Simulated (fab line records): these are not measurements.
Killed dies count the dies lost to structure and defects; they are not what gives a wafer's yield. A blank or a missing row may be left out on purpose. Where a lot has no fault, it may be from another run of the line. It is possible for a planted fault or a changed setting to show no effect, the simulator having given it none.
Which of the tools did it? ; flow sky130 ; 12 lots, 36 wafers sampled, at 3 steps of a route of 708

WHAT THE GAUGES READ, wafer by wafer
SKY_METAL2_RS_MEAS_05: the measuring method here is four-point-probe. Usual: METAL2_ALCU_RS 0.1271 ohm/sq, standard deviation 0.0014.
lot;measured;on;METAL2_ALCU_RS (ohm/sq);flag
L485;day 33 23:16;film-metro-04;0.1294 0.1295 0.1305;
L486;day 34 08:59;film-metro-01;0.1278 0.1280 0.1282;
L487;day 34 17:58;film-metro-01;0.1294 0.1288 0.1302;
L488;day 35 08:11;film-metro-03;0.1288 0.1288 0.1294;
L490;day 35 18:44;film-metro-03;0.1272 0.1274 0.1276;
L491;day 36 08:14;film-metro-01;0.1268 0.1270 0.1266;
L494;day 38 09:39;film-metro-01;0.1255 0.1257 0.1254;
L500;day 38 23:34;film-metro-03;0.1259 0.1262 0.1264;
L501;day 39 06:24;film-metro-03;0.1242 0.1249 0.1247;
L503;day 39 15:30;film-metro-04;0.1254 0.1263 0.1251;
L507;day 40 22:01;film-metro-04;0.1263 0.1271 0.1279;
L508;day 41 17:43;film-metro-03;0.1270 0.1265 0.1269;

EACH LOT AND THE TOOL THAT RAN IT (in order: tool; ch and the chambers of the sampled wafers; start)
lot;SKY_GATE_OXIDE_OXIDATION_16;SKY_METAL2_SPUTTER_00
L485;furnace-02 ch 0, day 13 18:38;pvd-sputter-03, day 33 23:07
L486;furnace-02 ch 0, day 14 06:59;pvd-sputter-03, day 34 08:50
L487;furnace-01 ch 0, day 14 17:34;pvd-sputter-03, day 34 17:47
L488;furnace-02 ch 0, day 15 02:04;pvd-sputter-03, day 35 08:02
L490;furnace-02 ch 0, day 15 14:38;pvd-sputter-04, day 35 18:36
L491;furnace-02 ch 0, day 16 03:52;pvd-sputter-01, day 36 08:04
L494;furnace-01 ch 0, day 17 21:57;pvd-sputter-01, day 38 09:31
L500;furnace-02 ch 0, day 19 09:32;pvd-sputter-03, day 38 23:22
L501;furnace-01 ch 0, day 19 16:32;pvd-sputter-04, day 39 06:16
L503;furnace-02 ch 0, day 20 00:32;pvd-sputter-04, day 39 15:20
L507;furnace-01 ch 0, day 21 16:35;pvd-sputter-03, day 40 21:52
L508;furnace-02 ch 0, day 22 22:10;pvd-sputter-03, day 41 17:34
- SKY_GATE_OXIDE_OXIDATION_16: stabilise 600 s, purge 300 s, target thk 3.57 nm.
- SKY_METAL2_SPUTTER_00: material Ti, target thk 15 nm, time 10 s.

WHAT THE TOOLS THEMSELVES READ (means of the sampled wafers that have a number; where no wafer has one, the mark that the record gives instead)
SKY_GATE_OXIDE_OXIDATION_16. Usual: ramp-down-c-per-min 3.0000, standard deviation 0.00055; ramp-up-c-per-min 9.9997, standard deviation 0.0017; spike-tc-bottom-C 816.1 C, standard deviation 1.3; spike-tc-centre-C 800.6 C, standard deviation 1; spike-tc-lower-C 800.2 C, standard deviation 0.97; spike-tc-top-C 813.4 C, standard deviation 1.2; spike-tc-upper-C 800.0 C, standard deviation 1; tube-center-temp-C 800 C, standard deviation 0.071; tube_center_temp_C_max 802.03, standard deviation 0.29.
lot;tool;ramp-down-c-per-min;ramp-up-c-per-min;spike-tc-bottom-C (C);spike-tc-centre-C (C);spike-tc-lower-C (C);spike-tc-top-C (C);spike-tc-upper-C (C);tube-center-temp-C (C);tube_center_temp_C_max;flag
L485;furnace-02;3.0004;9.9994;817.1;800.4;800.4;812.1;799.9;800;802.22;
L486;furnace-02;2.9998;9.9982;815.4;800.5;800.1;813.1;800.0;800;801.78;
L487;furnace-01;3.0006;9.9993;814.8;800.5;799.9;815.1;800.5;800;801.74;
L488;furnace-02;3.0000;10.0013;816.9;800.4;800.3;813.3;799.7;800;801.83;
L490;furnace-02;2.9998;9.9980;817.3;800.0;801.1;812.5;800.1;800;802.06;
L491;furnace-02;3.0005;9.9977;817.6;800.9;801.1;812.5;799.7;800;802.17;
L494;furnace-01;3.0003;9.9996;815.6;800.0;799.6;815.3;800.0;800;802.16;
L500;furnace-02;2.9995;9.9991;821.9;806.0;805.4;818.1;804.5;805;806.80;OFF
L501;furnace-01;2.9997;10.0004;815.3;801.0;798.6;813.7;799.6;800;802.02;
L503;furnace-02;2.9999;9.9994;822.4;805.4;805.1;817.4;805.3;805;806.75;OFF
L507;furnace-01;3.0000;10.0006;814.6;800.0;798.6;814.5;800.4;800;802.27;
L508;furnace-02;3.0005;10.0004;815.7;800.1;800.2;813.1;800.4;800;801.84;

SKY_METAL2_SPUTTER_00. Usual: throttle-valve-pct at 30.2 %, with a standard deviation of 0.86.
lot;tool;throttle-valve-pct (%);flag
L485;pvd-sputter-03;30.3;
L486;pvd-sputter-03;30.3;
L487;pvd-sputter-03;30.5;
L488;pvd-sputter-03;31.0;
L490;pvd-sputter-04;29.8;
L491;pvd-sputter-01;31.7;
L494;pvd-sputter-01;30.1;
L500;pvd-sputter-03;30.0;
L501;pvd-sputter-04;29.6;
L503;pvd-sputter-04;29.7;
L507;pvd-sputter-03;29.9;
L508;pvd-sputter-03;30.4;

THE ANSWER, worked out from the rows above alone
Rule: take the mean of a lot's wafers that have a number; if it is more than 3 standard deviations from the usual mean, the lot is off. A lot without any number at a reading at which 4 lots or more have one is off too. Any other lot the step has rows for is counted as sound. The gauges are gone through in route order, then the tools' own readings, and for those a lot's mean is taken as printed above. At the first step where some lot is off, the reading lying furthest off is the one used; lots without a number count as furthest.
Off, at SKY_GATE_OXIDE_OXIDATION_16 on tube-center-temp-C: L500, L503.
A tool fits if, at that step or a process step before it, it ran every lot that is off, and no sound lot after the first of them. None of those tried fits.

WHAT THE SIMULATOR PUT IN
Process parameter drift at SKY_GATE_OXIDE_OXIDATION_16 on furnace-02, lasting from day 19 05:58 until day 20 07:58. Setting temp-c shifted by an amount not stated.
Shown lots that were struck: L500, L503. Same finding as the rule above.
